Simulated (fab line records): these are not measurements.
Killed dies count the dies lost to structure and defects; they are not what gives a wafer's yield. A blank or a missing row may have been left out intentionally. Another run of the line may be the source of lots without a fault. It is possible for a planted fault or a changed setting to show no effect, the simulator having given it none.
Matching of chambers ; flow sky130 ; 3 sister chambers for SKY_CAPM_CVD_00 on pecvd-02
The step deposits SiO2, target thk 15.5 nm. 3 wafers are shown with their chamber, then 7 later ones without.

== WAFERS PAIRED WITH THEIR CHAMBERS ==
wafer;chamber;heaterPowerOuterW (W)
L543.5;2;549
L545.1;1;428
L545.6;0;390

== WAFERS WITHOUT THEIR CHAMBER ==
wafer;heaterPowerOuterW (W)
L546.2;537
L546.4;307
L546.5;348
L547.1;414
L547.3;563
L549.4;434
L549.6;564

== WHICH CHAMBER EACH ONE RAN IN ==
wafer;from the rows above;in truth
L546.2;2;2
L546.4;can't be placed: 0 or 1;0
L546.5;can't be placed: 0 or 1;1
L547.1;can't be placed: 1 or 0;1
L547.3;2;2
L549.4;can't be placed: 1 or 0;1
L549.6;2;2
Correct placement for 3 of the 7. From these rows, 4 cannot be placed; in 4 the true chamber is one of the candidates. Placed wrongly: 0.
How it was worked out, from the rows above alone: a wafer's distance from a chamber is the root of the sum, over the readings, of the square of ((its reading less the chamber's mean) divided by the reading's scatter). If the next closest chamber is less than 2 further off than the closest, the wafer can't be placed; otherwise it belongs to the closest. A chamber's mean is the mean of its shown wafers. The scatter: with one shown wafer a chamber, the root of the mean of the squares of how far each hidden wafer lies from its nearest shown one.
